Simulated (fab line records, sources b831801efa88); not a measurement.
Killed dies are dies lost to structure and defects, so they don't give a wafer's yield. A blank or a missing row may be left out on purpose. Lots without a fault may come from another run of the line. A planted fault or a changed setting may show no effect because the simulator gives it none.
Chamber matching | flow sky130 | SKY_CONTACT_ETCH_16 on rie_diel-04: 4 sister chambers
The step etches BARC in N2/H2, stops on SiO2, time 45.9 s, target depth 60 nm. 20 wafers are shown with their chamber, then 10 later ones without.

WAFERS WITH THEIR CHAMBER
wafer  | chamber | drypump_motor_current_A (A) | oes_product_au (a.u.) | throttle_valve_pct (%)
L075.1 | 0       | 5.6                         | 0.845                 | 13.233
L075.4 | 2       | 5.6                         | 0.854                 | 13.221
L075.5 | 1       | 5.5                         | 0.855                 | 13.234
L074.3 | 1       | 5.6                         | 0.849                 | 13.228
L074.4 | 3       | 6.7                         | 0.848                 | 13.227
L074.6 | 1       | 5.6                         | 0.857                 | 13.244
L076.1 | 1       | 5.5                         | 0.860                 | 13.229
L076.4 | 0       | 5.5                         | 0.850                 | 13.207
L076.6 | 3       | 6.6                         | 0.857                 | 13.226
L079.1 | 1       | 5.6                         | 0.850                 | 13.224
L079.3 | 3       | 6.7                         | 0.851                 | 13.237
L079.5 | 0       | 5.6                         | 0.855                 | 13.224
L080.2 | 3       | 6.6                         | 0.850                 | 13.234
L080.5 | 2       | 5.6                         | 0.855                 | 13.213
L080.6 | 0       | 5.6                         | 0.851                 | 13.235
L081.1 | 3       | 6.6                         | 0.849                 | 13.226
L081.2 | 2       | 5.6                         | 0.863                 | 13.249
L081.5 | 3       | 6.7                         | 0.851                 | 13.217
L084.1 | 0       | 5.6                         | 0.854                 | 13.214
L084.2 | 2       | 5.6                         | 0.861                 | 13.232

SIGNATURES (means of the wafers above)
reading                 | chamber 0 | chamber 1 | chamber 2 | chamber 3 | scatter within a chamber
drypump_motor_current_A | 5.580     | 5.560     | 5.600     | 6.650     | 0.0468
oes_product_au          | 0.85100   | 0.85420   | 0.85825   | 0.85100   | 0.00401
throttle_valve_pct      | 13.22260  | 13.23180  | 13.22875  | 13.22783  | 0.0106
Rule: a wafer's distance from a chamber is the root of the sum, over the readings, of the square of ((its reading less the chamber's mean) divided by the reading's scatter). The wafer belongs to the nearest chamber; if the next one is less than 2 further off, it can't be placed. The scatter: the root of (the sum of the squares of (reading less its chamber's mean) over the shown wafers, divided by (wafers less chambers)).

WAFERS WITHOUT THEIR CHAMBER
wafer  | drypump_motor_current_A (A) | oes_product_au (a.u.) | throttle_valve_pct (%)
L084.6 | 5.6                         | 0.861                 | 13.219
L088.1 | 6.7                         | 0.857                 | 13.209
L088.3 | 5.6                         | 0.855                 | 13.221
L088.4 | 5.6                         | 0.856                 | 13.215
L091.1 | 5.5                         | 0.865                 | 13.224
L091.5 | 6.7                         | 0.859                 | 13.212
L091.6 | 5.6                         | 0.850                 | 13.230
L092.2 | 5.6                         | 0.857                 | 13.227
L092.4 | 5.6                         | 0.857                 | 13.211
L092.6 | 5.5                         | 0.850                 | 13.231

WHICH CHAMBER EACH WENT THROUGH
wafer  | from the rows above          | in truth
L084.6 | can't be placed: 2 or 1 or 0 | 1
L088.1 | 3                            | 3
L088.3 | can't be placed: 2 or 0 or 1 | 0
L088.4 | can't be placed: 2 or 0 or 1 | 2
L091.1 | can't be placed: 2 or 1 or 0 | 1
L091.5 | 3                            | 3
L091.6 | can't be placed: 0 or 1 or 2 | 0
L092.2 | can't be placed: 2 or 1 or 0 | 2
L092.4 | can't be placed: 2 or 0 or 1 | 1
L092.6 | can't be placed: 1 or 0 or 2 | 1
Placed correctly: 2 of 10. Can't be placed from these rows: 8 (the true chamber is among the candidates in 8). Placed wrongly: 0.
